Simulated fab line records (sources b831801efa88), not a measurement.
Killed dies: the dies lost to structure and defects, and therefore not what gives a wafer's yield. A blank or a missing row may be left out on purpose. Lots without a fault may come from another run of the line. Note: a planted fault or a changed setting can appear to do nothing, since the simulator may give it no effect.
One fault seen from 2 desks + flow gf180mcu + only its own numbers are on each desk; what lay behind them is given at the end

== THE TOOL OWNER'S DESK: cvd-w-01 ==
The tool's own readings at GF_CONTACT_CVD_24 (deposits W, target thk 300 nm, time 90.339 s): means of the sampled wafers that have a number, for each lot that ran on this tool. Any lot whose mean is over 4 standard deviations away from the usual mean is out of limits and marked OUT; that distance is given in the brackets.
Columns: A = heater-power-w at GF_CONTACT_CVD_24, usual 815 W
| lot  | first seen here | A   |
|------|-----------------|-----|
| L568 | day 19 16:34    | 839 |
| L570 | day 20 09:43    | 842 |
| L571 | day 20 14:22    | 832 |
| L572 | day 21 00:17    | 843 |
| L574 | day 21 12:46    | 850 |
| L575 | day 21 21:04    | 851 |
This desk's verdict: no lot among the 6 shows anything out of limits.

== FROM THE METROLOGY DESK ==
Lot by lot, what the gauges showed, no matter which tool ran the lot: averages of those sampled wafers that carry a number. Any lot whose mean is over 4 standard deviations away from the usual mean is out of limits and marked OUT; that distance is given in the brackets.
Columns: A = CONTACT_W_RS at GF_CONTACT_RS_MEAS_25, usual 0.381 ohm/sq; B = CONTACT_W_THK at GF_CONTACT_THK_MEAS_26, usual 309 nm
| lot  | first seen here | A               | B             |
|------|-----------------|-----------------|---------------|
| L560 | day 16 10:39    | 0.383           | 311           |
| L568 | day 19 16:42    | 0.384           | 302           |
| L570 | day 20 09:49    | 0.385           | 309           |
| L571 | day 20 14:30    | 0.379           | 312           |
| L572 | day 21 00:23    | 0.327 (-15) OUT | 362 (+11) OUT |
| L573 | day 21 05:11    | 0.379           | 307           |
| L574 | day 21 12:52    | 0.322 (-16) OUT | 362 (+12) OUT |
| L575 | day 21 21:11    | 0.324 (-15) OUT | 362 (+12) OUT |
| L578 | day 23 02:25    | 0.380           | 310           |
| L580 | day 23 16:41    | 0.379           | 313           |
| L582 | day 24 10:12    | 0.379           | 308           |
Per this desk, out of limits: L572, L574, L575; the first was L572, day 21 00:23 (CONTACT_W_RS at GF_CONTACT_RS_MEAS_25). L560, L568, L570, L571, L573, L578, L580, L582 stayed within limits.

== PUT TOGETHER ==
An alarm was possible from the metrology desk at day 21 00:23, on L572, L574, L575.
The tool owner's desk saw nothing out of limits.
The tool owner's desk has L572, L574, L575 on record, within its limits.
GF_CONTACT_CVD_24 was run on cvd-w-01 by each of the lots named.

== WHAT HAD BEEN PUT IN BY THE SIMULATOR ==
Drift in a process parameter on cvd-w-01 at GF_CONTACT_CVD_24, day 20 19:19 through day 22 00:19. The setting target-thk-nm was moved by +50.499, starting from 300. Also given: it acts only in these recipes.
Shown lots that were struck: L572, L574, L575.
Time in hours between the start of the fault and the first out-of-limits reading at each desk: metrology desk, 5.
